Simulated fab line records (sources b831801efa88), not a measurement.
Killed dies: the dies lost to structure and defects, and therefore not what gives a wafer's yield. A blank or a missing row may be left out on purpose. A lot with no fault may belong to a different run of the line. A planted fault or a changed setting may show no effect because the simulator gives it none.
One fault seen from 2 desks :: flow sfq line :: only its own numbers are on each desk; what lay behind them is given at the end

AT THE TOOL OWNER'S DESK: cmp-02
The tool's own readings at SFQ_TRILAYER_I4_CMP_CMP_100 (polishes SiO2): means of the sampled wafers that have a number, for each lot that ran on this tool. If a lot's mean is further than 4 standard deviations from the usual mean, the lot is out of limits and carries the mark OUT (the distance appears in the brackets).
Columns: A = motor current A at SFQ_TRILAYER_I4_CMP_CMP_100, usual 10.5 A; B = time to endpoint s at SFQ_TRILAYER_I4_CMP_CMP_100, usual 218 s
lot: L907
first seen here: day 45 07:41
A: 10.8
B: 202

lot: L909
first seen here: day 46 01:41
A: 10.6
B: 215

lot: L910
first seen here: day 48 00:02
A: 10.7
B: 216

lot: L914
first seen here: day 48 14:20
A: 10.5
B: 189

lot: L915
first seen here: day 49 03:02
A: 11.5
B: 178 (-4.8) OUT

lot: L916
first seen here: day 53 21:02
A: 10.3
B: 219

lot: L921
first seen here: day 56 19:11
A: 10.7
B: 223

lot: L922
first seen here: day 56 22:11
A: 11.4
B: 227

lot: L925
first seen here: day 57 07:11
A: 10.9
B: 215

lot: L927
first seen here: day 58 01:11
A: 10.8
B: 221

lot: L928
first seen here: day 58 13:11
A: 11.0
B: 208

lot: L929
first seen here: day 59 10:55
A: 11.0
B: 220
Finding of this desk: L915 out of limits; the first was L915 at day 49 03:02, on time to endpoint s at SFQ_TRILAYER_I4_CMP_CMP_100. Within limits: L907, L909, L910, L914, L916, L921, L922, L925, L927, L928, L929.

METROLOGY DESK
Lot by lot, what the gauges showed, no matter which tool ran the lot: averages of those sampled wafers that carry a number. If a lot's mean is further than 4 standard deviations from the usual mean, the lot is out of limits and carries the mark OUT (the distance appears in the brackets).
Columns: A = M4_OVL at SFQ_M4_OVL_MEAS_926, usual -3 nm
lot: L907
first seen here: day 45 06:36
A: -1

lot: L909
first seen here: day 46 00:37
A: -7

lot: L910
first seen here: day 47 21:00
A: -1

lot: L914
first seen here: day 48 10:22
A: -4

lot: L915
first seen here: day 49 01:57
A: -6

lot: L916
first seen here: day 53 11:03
A: 6

lot: L917
first seen here: day 55 11:36
A: -1

lot: L921
first seen here: day 56 11:35
A: 2

lot: L922
first seen here: day 56 15:54
A: -9

lot: L924
first seen here: day 56 20:41
A: -3

lot: L925
first seen here: day 57 01:29
A: -15

lot: L927
first seen here: day 57 15:54
A: -4

lot: L928
first seen here: day 58 03:31
A: -7

lot: L929
first seen here: day 59 03:31
A: -5
Result from this desk: across the 14 lots, nothing is out of limits.

BROUGHT TOGETHER
The tool owner's desk had the chance to raise an alarm at day 49 03:02 on L915.
Metrology desk: nothing out of limits seen.
The metrology desk holds a record of L915, inside its limits.
Of the lots named, all ran SFQ_TRILAYER_I4_CMP_CMP_100 on cmp-02.

WHAT THE SIMULATOR HAD PUT IN
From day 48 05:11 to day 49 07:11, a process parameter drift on cmp-02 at SFQ_TRILAYER_I4_CMP_CMP_100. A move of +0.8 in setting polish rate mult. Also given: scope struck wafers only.
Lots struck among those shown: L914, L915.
Delay in hours, fault start to first out-of-limits reading, by desk: the tool owner's desk at 22.
